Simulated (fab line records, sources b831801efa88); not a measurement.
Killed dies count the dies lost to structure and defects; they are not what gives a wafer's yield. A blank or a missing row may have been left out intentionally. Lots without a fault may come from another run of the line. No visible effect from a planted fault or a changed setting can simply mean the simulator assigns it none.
A struck lot beside a sound one -- flow sky130 -- 31 out of 708 route steps
Sound: the wafers L870.1, L870.5, L870.6. Struck: wafers L877.3, L877.5, L877.6. At the end, the cause is stated.
At each step with rows: each side's tool, then ch and its chambers, then its first start. Under that, the readings that differ: sound wafers -- struck wafers -- difference of the means -- sigmas: that difference in standard deviations of wafers without a fault.
alike: words and numbers the same on both sides, and readings whose means are apart by under 2 such deviations; not compared: readings that were withheld, readings missing a value for some wafer, numbers with overlapping values and no deviation given by the record, and bounds like >300 which may hide the same value.
The two part at a step that has a row with sigmas, a row that says differs or no value, or rows on one side only. Non-overlapping numbers with no deviation appear without sigmas and do not part them. Lack of a reading on every wafer of one side parts them only where that side has two or more wafers.

first, 1 step without rows for these wafers: SKY_PWDE_IMPLANT_08.
SKY_PWDE_STRIP_09: strips in O2/N2.
  sound on plasma asher-03 ch 0,1, day 5 15:29; struck on plasma asher-01 ch 0,1, day 7 00:49
  alike: drypump motor current A, oes product au, strip time to endpoint s
  not compared: rf hours counter h
SKY_PWDE_TW_MEAS_10:
  sound: film metro-02 at day 5 15:35; struck: film metro-01 at day 7 00:55
  alike: PWDE_TW
then, 7 steps without rows for these wafers: SKY_NWELL_DEHYDRATE_03 (time 60 s); SKY_NWELL_HMDS_04 (prime time 60 s); SKY_NWELL_COAT_05 (resist thk 3000 nm); SKY_NWELL_SOFTBAKE_06; SKY_NWELL_EXPOSE_07 (exposes mask NWM, target cd 840 nm); SKY_NWELL_PEB_08; SKY_NWELL_DEVELOP_09 (develop time 60 s).
SKY_NWELL_OVL_MEAS_10:
  sound: overlay-02 at day 6 09:22; struck: overlay-01 at day 7 21:19
  alike: NWELL_00_OVL
then, 1 step without rows for these wafers: SKY_NWELL_IMPLANT_11.
SKY_NWELL_IMPLANT_12:
  sound on implanter-04 ch 0, day 6 09:33; struck on implanter-04 ch 0, day 7 21:32
reading,sound,struck,difference,sigmas
beam on s (s),10.33 9.92 9.76,11.67 11.90 11.70,+1.75,+9
faraday current uA,7.05 7.36 7.50,6.30 6.16 6.26,-1.06,-7
then, 1 step without rows for these wafers: SKY_NWELL_IMPLANT_13.
SKY_NWELL_STRIP_14: strips in O2/N2.
  sound on plasma asher-04 ch 0,1, day 6 09:51; struck on plasma asher-03 ch 0,1, day 7 21:49
reading,sound,struck,difference,sigmas
strip time to endpoint s (s),37.06 37.23 37.12,36.94 36.85 36.81,-0.27,-2
  alike: drypump motor current A, oes product au
  not compared: rf hours counter h
SKY_NWELL_TW_MEAS_15:
  sound: film metro-02 at day 6 09:57; struck: film metro-01 at day 7 21:55
  alike: NWELL_TW
then, 7 steps without rows for these wafers: SKY_NWELL_DEHYDRATE_16 (time 60 s); SKY_NWELL_HMDS_17 (prime time 60 s); SKY_NWELL_COAT_18 (resist thk 3000 nm); SKY_NWELL_SOFTBAKE_19; SKY_NWELL_EXPOSE_20 (exposes mask NWM COMPLEMENT, target cd 840 nm); SKY_NWELL_PEB_21; SKY_NWELL_DEVELOP_22 (develop time 60 s).
SKY_NWELL_OVL_MEAS_23:
  sound: overlay-02 at day 7 03:58; struck: overlay-01 at day 8 18:07
  alike: NWELL_01_OVL
then, 1 step without rows for these wafers: SKY_NWELL_IMPLANT_24.
SKY_NWELL_STRIP_25: strips in O2/N2.
  sound on plasma asher-02 ch 0,1, day 7 04:09; struck on plasma asher-04 ch 0,1, day 8 18:19
reading,sound,struck,difference,sigmas
strip time to endpoint s (s),36.80 36.73 36.78,37.06 37.01 36.85,+0.20,+2
  alike: drypump motor current A, oes product au
  not compared: rf hours counter h
SKY_NWELL_TW_MEAS_26:
  sound: film metro-02 at day 7 04:15; struck: film metro-02 at day 8 18:25
  alike: NWELL_2_TW
then, 1 step without rows for these wafers: SKY_NWELL_CLEAN_27 (cleans in SC1/SC2, time 150 s).
SKY_NWELL_RTA_28: time 30 s.
  sound on rtp anneal-02 ch 0, day 7 04:22; struck on rtp anneal-02 ch 0, day 8 18:34
  alike: lamp power pct, ramp down c per s, wafer_temp_C_max
SKY_NWELL_RS_MEAS_29: measurement is done with a four-point probe.
  sound: film metro-02 at day 7 04:28; struck: film metro-02 at day 8 19:06
reading,sound,struck,difference,sigmas
NWELL_RS (ohm/sq),623.9 623.8 622.5,618.3 618.0 616.2,-5.9,-4
  not compared: hold
-- the record jumps here: 40 days lie between the struck wafers' starts before and after (it left off in module NWELL and takes up again in module PAD_OPEN, whose first step shown is number 708 of the route) --
SKY_PAD_OPEN_PROBE_99:
  sound: prober-02 at day 47 16:29; struck: prober-01 at day 49 06:33
reading,sound,struck,difference,sigmas
model.etest.pfet_01v8_lvt.drive ua um,172.1 172 173.1,168.2 171.1 169.9,-2.7,
model.etest.pfet_01v8_lvt.off log10 a um,-8.924 -9.023 -8.959,-9.333 -9.303 -9.313,-0.348,
model.etest.pfet_16v.vt v (V),-1.113 -1.102 -1.101,-1.137 -1.116 -1.126,-0.021,
model.etest.pfet g5v0d10v5.vt long v (V),-0.9394 -0.9343 -0.9292,-0.9586 -0.9402 -0.9509,-0.0156,
model.etest.pfet_01v8_lvt.vt sat v (V),-0.4444 -0.4455 -0.4488,-0.4821 -0.479 -0.4755,-0.0326,
  alike: killed_at_M0_to_M3, killed_at_M4_up, killed at contacts, killed at front end, killed at other, killed dies, killed open, killed short
  not compared: model.etest.pfet g5v0d10v5.off log10 a um, model.etest.pfet g5v0d10v5.vt sat v, model.etest.pfet g5v0d10v5.vt v

== WHERE THEY PART ==
At SKY_NWELL_IMPLANT_12 first; at SKY_NWELL_RS_MEAS_29 last (within this record only). Later steps at which nothing parts them and some readings are alike: SKY_PAD_OPEN_PROBE_99.

WHY: the cause the simulator had injected
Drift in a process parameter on implanter-04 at SKY_NWELL_IMPLANT_12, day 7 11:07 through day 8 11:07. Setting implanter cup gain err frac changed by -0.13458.
